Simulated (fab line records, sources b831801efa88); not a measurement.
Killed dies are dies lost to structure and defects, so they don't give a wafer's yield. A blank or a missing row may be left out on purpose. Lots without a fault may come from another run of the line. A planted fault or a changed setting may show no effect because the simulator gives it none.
fab line records | flow sky130
record lots=5 wafers=15 last_day=50
route steps=708 shown PWDE@55 NWELL@56
lots that met no fault: from a run of the same line without faults
start_h: hours from the record's first day to the start of the lot's first wafer shown | wait_h: hours since the lot's step before | " the same as in the row above | L1.1+2: a row that stands for several wafers | - no value, or no start given | * or withheld: withheld | < > ~ a bound
route shown NAME@n: a module of which the file shows steps, and the number in the route of the first | usual: mean/standard deviation of fault-free wafers | same: alike in all rows | chamber/n: place in a boat | sites: the reading at each site | _std_site: their standard deviation | _edge_site: outer sites' mean less inner sites' | radius_mm: how far each site lies from the wafer's centre | mask NAME#n: copy n | behind: the tool/chamber that last shaped the wafer | hold: why the lot was held/for how many hours/how that ended | device: the transistor (n, p or np) that didn't switch | end of line: the same wafers' tests at the end of the route | a step without rows: its recipe alone | killed: dies lost to structure and defects at the first sort, not the wafer's yield | map: a wafer's dies, x killed, . not, _ none there
set.NAME: the setting as run; set.NAME@STEP: as run at that earlier step | model.NAME: the simulator's own value behind a step, which no gauge read
lots at some steps of the route; a table a step, a row a wafer
services: from which hour (start_h, from the record's first day; less than 0 if before it) a tool's chamber was out of use, for how many hours, and why
## steps
# step SKY_PWDE_TW_MEAS_10
# usual PWDE_TW=374.0/1.6
# columns lot.wafer tool chamber start_h wait_h PWDE_TW
L202.1 film_metro-03 - 77.14 0.1 372.3
L202.3 " - " " 375.3
L202.4 " - " " 372.6
L205.1 film_metro-03 - 91.53 0.1 375.7
L205.3 " - " " 376.1
L205.5 " - " " 373.9
L216.3 film_metro-02 - 157.90 0.1 372.6
L216.4 " - " " 372.6
L216.5 " - " " 374.8
L222.1 film_metro-02 - 186.42 0.1 372.3
L222.2 " - " " 374.1
L222.6 " - " " 374.3
L223.1 film_metro-02 - 194.17 0.1 372.5
L223.5 " - " " 374.1
L223.6 " - " " 375.2
# step SKY_NWELL_DEHYDRATE_03
# recipe temp_c=200 time_s=60
# step SKY_NWELL_HMDS_04
# recipe prime_time_s=60 prime_temp_c=120
# step SKY_NWELL_COAT_05
# recipe spin_rpm=2000 resist_thk_nm=3000
# step SKY_NWELL_SOFTBAKE_06
# recipe temp_c=110 time_s=withheld
# step SKY_NWELL_EXPOSE_07
# recipe mask_id=NWM na=0.6 source_shape=conventional sigma_outer=0.6 polarization=unpolarized target_cd_nm=840 dose_mj=255
# step SKY_NWELL_PEB_08
# recipe temp_c=115 time_s=withheld
# step SKY_NWELL_DEVELOP_09
# recipe wall_angle_deg=90 developer=TMAH develop_time_s=60 dev_temp_c=23
# step SKY_NWELL_OVL_MEAS_10
# usual NWELL_00_OVL=-0.1/1.1
# columns lot.wafer tool chamber start_h wait_h NWELL_00_OVL[nm]
L202.1 overlay-02 - 93.48 - 0.8
L202.3 " - " " -0.9
L202.4 " - " " -1.1
L205.1 overlay-02 - 108.48 - 1.2
L205.3 " - " " 0.9
L205.5 " - " " -1.8
L216.3 overlay-02 - 177.82 - 0.6
L216.4 " - " " 0.0
L216.5 " - " " -0.3
L222.1 overlay-02 - 207.54 - -0.2
L222.2 " - " " 0.0
L222.6 " - " " 0.9
L223.1 overlay-01 - 215.58 - 2.3
L223.5 " - " " 0.4
L223.6 " - " " 1.6
# step SKY_NWELL_IMPLANT_11
# recipe species=P energy_kev=400 dose_cm2=1.9e+13 tilt_deg=withheld
# step SKY_NWELL_IMPLANT_12
# recipe species=P energy_kev=120 dose_cm2=1.3e+12 tilt_deg=withheld
# step SKY_NWELL_IMPLANT_13
# recipe species=P energy_kev=50 dose_cm2=7e+11 tilt_deg=withheld
# step SKY_NWELL_STRIP_14
# recipe chemistry=O2/N2 power_w=1400 pressure_mtorr=1500 platen_temp_c=withheld o2_flow_sccm=3000 n2_flow_sccm=300 overash_fraction=0.5
# usual chamber_pressure_mTorr=1500.1/1.4 drypump_motor_current_A=5.8/0.49 n2_flow_sccm=300.2/0.95 oes_product_au=0.723/0.0044 strip_time_to_endpoint_s=36.86/0.076
# columns lot.wafer tool chamber start_h wait_h chamber_pressure_mTorr drypump_motor_current_A n2_flow_sccm oes_product_au rf_hours_counter_h strip_time_to_endpoint_s model.coat_of_NWELL_COAT_05.thk_nm
L202.1 plasma_asher-03 1 93.97 0.1 1501.0 5.6 300.0 0.719 38 36.88 0
L202.3 " 1 " " 1500.9 5.6 300.7 0.720 - 36.82 0
L202.4 " 0 " " 1500.0 5.9 300.0 0.727 - 36.79 0
L205.1 plasma_asher-01 1 108.97 0.1 1499.9 5.0 301.0 0.727 44 36.80 0
L205.3 " 0 " " 1500.0 6.4 299.8 0.720 - 36.87 0
L205.5 " 1 " " 1499.9 5.0 301.3 0.731 - 36.77 0
L216.3 plasma_asher-01 1 178.33 0.1 1500.3 5.0 300.1 0.925 - - 1765
L216.4 " 0 " " 1502.9 6.4 299.6 0.918 - - 1767
L216.5 " 1 " " 1499.8 5.0 298.8 0.929 - - 1766
L222.1 plasma_asher-02 0 208.02 0.1 1501.0 6.3 300.5 0.726 52 36.83 0
L222.2 " 1 " " 1497.4 5.5 299.1 0.724 52 36.66 0
L222.6 " 0 " " 1500.6 6.3 300.6 0.719 - 36.77 0
L223.1 plasma_asher-03 0 216.07 0.1 1502.3 5.9 299.7 0.725 10 36.85 0
L223.5 " 0 " " 1499.5 5.9 300.6 0.717 - 36.77 0
L223.6 " 1 " " 1498.5 5.6 300.3 0.726 - 36.85 0
# step SKY_NWELL_TW_MEAS_15
# usual NWELL_TW=1821/8.7
# columns lot.wafer tool chamber start_h wait_h NWELL_TW
L202.1 film_metro-03 - 94.07 0.1 1820
L202.3 " - " " 1818
L202.4 " - " " 1825
L205.1 film_metro-03 - 109.07 0.1 1807
L205.3 " - " " 1821
L205.5 " - " " 1809
L216.3 film_metro-03 - 178.41 0.1 1826
L216.4 " - " " 1821
L216.5 " - " " 1822
L222.1 film_metro-03 - 208.12 0.1 1830
L222.2 " - " " 1821
L222.6 " - " " 1832
L223.1 film_metro-03 - 216.17 0.1 1811
L223.5 " - " " 1818
L223.6 " - " " 1801
# step SKY_NWELL_DEHYDRATE_16
# recipe temp_c=200 time_s=60
# step SKY_NWELL_HMDS_17
# recipe prime_time_s=60 prime_temp_c=120
# step SKY_NWELL_COAT_18
# recipe spin_rpm=2000 resist_thk_nm=3000
# step SKY_NWELL_SOFTBAKE_19
# recipe temp_c=110 time_s=withheld
# step SKY_NWELL_EXPOSE_20
# recipe mask_id=NWM_COMPLEMENT na=0.6 source_shape=conventional sigma_outer=0.6 polarization=unpolarized target_cd_nm=840 dose_mj=260
# step SKY_NWELL_PEB_21
# recipe temp_c=115 time_s=withheld
# step SKY_NWELL_DEVELOP_22
# recipe wall_angle_deg=90 developer=TMAH develop_time_s=60 dev_temp_c=23
# step SKY_NWELL_OVL_MEAS_23
# usual NWELL_01_OVL=-0.4/1.3
# columns lot.wafer tool chamber start_h wait_h NWELL_01_OVL[nm]
L202.1 overlay-01 - 110.51 - 0.1
L202.3 " - " " 2.0
L202.4 " - " " 1.1
L205.1 overlay-01 - 127.38 - 0.0
L205.3 " - " " 0.0
L205.5 " - " " 0.2
L216.3 overlay-02 - 199.62 - 0.9
L216.4 " - " " 0.3
L216.5 " - " " 1.6
L222.1 overlay-01 - 230.84 - -0.1
L222.2 " - " " -1.0
L222.6 " - " " -0.7
L223.1 overlay-02 - 238.86 - -1.3
L223.5 " - " " -2.3
L223.6 " - " " -1.6
# step SKY_NWELL_IMPLANT_24
# recipe species=B energy_kev=140 dose_cm2=9.022e+12 tilt_deg=withheld
# step SKY_NWELL_STRIP_25
# recipe chemistry=O2/N2 power_w=1400 pressure_mtorr=1500 platen_temp_c=withheld o2_flow_sccm=3000 n2_flow_sccm=300 overash_fraction=0.5
# usual chamber_pressure_mTorr=1500.1/1.6 drypump_motor_current_A=5.8/0.49 n2_flow_sccm=300.1/0.96 oes_product_au=0.722/0.0044 strip_time_to_endpoint_s=36.90/0.091
# columns lot.wafer tool chamber start_h wait_h chamber_pressure_mTorr drypump_motor_current_A n2_flow_sccm oes_product_au rf_hours_counter_h strip_time_to_endpoint_s
L202.1 plasma_asher-01 1 110.70 0.1 1500.9 5.0 300.7 0.722 44 36.96
L202.3 " 0 " " 1502.0 6.4 300.6 0.726 - 36.95
L202.4 " 1 " " 1497.7 5.0 300.8 0.719 - 36.94
L205.1 plasma_asher-03 0 127.57 0.1 1499.4 5.9 299.5 0.723 1 36.85
L205.3 " 1 " " 1497.7 5.6 298.8 0.717 - 36.85
L205.5 " 0 " " 1499.9 5.9 299.9 0.722 - 36.81
L216.3 plasma_asher-02 0 199.83 0.1 1500.1 6.3 301.1 0.727 - 63.06
L216.4 " 1 " " 1499.7 5.4 298.9 0.730 - 63.08
L216.5 " 1 " " 1500.0 5.4 301.9 0.733 - 63.03
L222.1 plasma_asher-03 1 231.02 0.1 1499.5 5.6 301.0 0.722 11 36.75
L222.2 " 0 " " 1501.2 5.9 299.8 0.721 11 36.78
L222.6 " 1 " " 1498.2 5.6 299.9 0.721 - 36.68
L223.1 plasma_asher-03 1 239.04 0.1 1500.3 5.6 300.2 0.720 12 36.95
L223.5 " 1 " " 1502.3 5.7 300.7 0.716 - 36.87
L223.6 " 0 " " 1501.0 5.9 299.6 0.724 - 37.03
# step SKY_NWELL_TW_MEAS_26
# usual NWELL_2_TW=493.5/2.3
# columns lot.wafer tool chamber start_h wait_h NWELL_2_TW
L202.1 film_metro-03 - 110.80 0.1 490.0
L202.3 " - " " 495.2
L202.4 " - " " 492.7
L205.1 film_metro-02 - 127.67 0.1 493.1
L205.3 " - " " 492.5
L205.5 " - " " 494.1
L216.3 film_metro-03 - 199.91 0.1 30.0
L216.4 " - " " 30.1
L216.5 " - " " 30.2
L222.1 film_metro-02 - 231.12 0.1 496.2
L222.2 " - " " 492.4
L222.6 " - " " 494.6
L223.1 film_metro-04 - 239.14 0.1 492.1
L223.5 " - " " 496.1
L223.6 " - " " 493.2
# step SKY_NWELL_CLEAN_27
# recipe chemistry=SC1/SC2 mix=1:4:20 temp_c=70 time_s=150 dry=n2_spin
## services
# columns tool chamber start_h hours kind
plasma_asher-03 - 108.75 9.0 pm
plasma_asher-03 0 108.75 9.0 vent_cycle
plasma_asher-03 1 108.75 9.0 vent_cycle
plasma_asher-03 0 117.75 - clean
plasma_asher-03 1 117.75 - clean
plasma_asher-01 - 228.18 14.6 pm
## key
first_sign step=SKY_NWELL_STRIP_14 reading=oes_product_au direction=up sigmas=46 usual=0.723 struck=0.924
effect step=SKY_NWELL_STRIP_25 reading=strip_time_to_endpoint_s direction=up sigmas=99+ usual=* struck=*
effect step=SKY_NWELL_TW_MEAS_26 reading=NWELL_2_TW direction=down sigmas=99+ usual=493.5 struck=30.1
model_effect step=SKY_NWELL_STRIP_14 value=coat_of_NWELL_COAT_05.thk_nm without=0 struck=1766
met_at SKY_NWELL_STRIP_14
struck_wafers L216.3,L216.4,L216.5
sort_left_out L216.3,L216.4,L216.5
tester_left_out L216
onset_between 108.97 178.33
fault kind=strip_aborted tool=plasma_asher-01 chamber=- onset_h=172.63 steps=SKY_NWELL_STRIP_14 offset=0.8079 end_h=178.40
# tester_left_out: of these lots the tester's yield and bins aren't shown, on N5 and GAA mostly nor the transistor test; their killed dies are dies lost to structure and defects alone, not to doping, threshold or leakage, so they don't give the yield
# sort_left_out: the simulated sort isn't trusted on such a fault, so these wafers' sort isn't shown, and their yield isn't known
